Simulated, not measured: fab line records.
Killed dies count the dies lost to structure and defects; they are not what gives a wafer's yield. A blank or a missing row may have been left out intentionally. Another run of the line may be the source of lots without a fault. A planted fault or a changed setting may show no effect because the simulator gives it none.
Matching of chambers	flow sky130	SKY_METAL4_ETCH_17 on rie_diel-04: 4 sister chambers
The step etches SiO2 in C4F8/O2/Ar, stops on TiN, time 3.9 s, target depth 15 nm. 8 wafers are shown with their chamber, then 10 later ones without.

WAFERS WITH THEIR CHAMBER
wafer	chamber	oes_product_au (a.u.)
L082.6	1	0.755
L084.5	2	0.753
L084.6	3	0.756
L086.3	2	0.746
L086.4	1	0.750
L086.5	0	0.752
L090.2	0	0.755
L090.3	3	0.735

WAFERS WITHOUT THEIR CHAMBER
wafer	oes_product_au (a.u.)
L090.4	0.754
L091.2	0.751
L091.4	0.758
L091.6	0.753
L095.1	0.748
L095.2	0.745
L095.6	0.753
L097.3	0.759
L097.5	0.753
L097.6	0.760

WHICH CHAMBER EACH ONE RAN IN
wafer	from the rows above	in truth
L090.4	can't be placed: 0 or 1 or 2 or 3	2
L091.2	can't be placed: 1 or 2 or 0 or 3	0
L091.4	can't be placed: 0 or 1 or 2 or 3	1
L091.6	can't be placed: 0 or 1 or 2 or 3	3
L095.1	can't be placed: 2 or 3 or 1 or 0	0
L095.2	can't be placed: 3 or 2 or 1 or 0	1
L095.6	can't be placed: 0 or 1 or 2 or 3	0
L097.3	can't be placed: 0 or 1 or 2 or 3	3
L097.5	can't be placed: 0 or 1 or 2 or 3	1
L097.6	can't be placed: 0 or 1 or 2 or 3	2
0 of 10 placed correctly. From these rows, 10 cannot be placed; in 10 the true chamber is one of the candidates. Wrongly placed: 0.
How it was worked out, from the rows above alone: a wafer's distance from a chamber is the root of the sum, over the readings, of the square of ((its reading less the chamber's mean) divided by the reading's scatter). The wafer belongs to the nearest chamber; if the next one is less than 2 further off, it can't be placed. For every chamber, the mean is computed from those of its wafers that are shown. How the scatter is found: for the shown wafers, subtract from each reading the mean of its chamber, square and add these, divide the total by (wafers less chambers), then take the root.
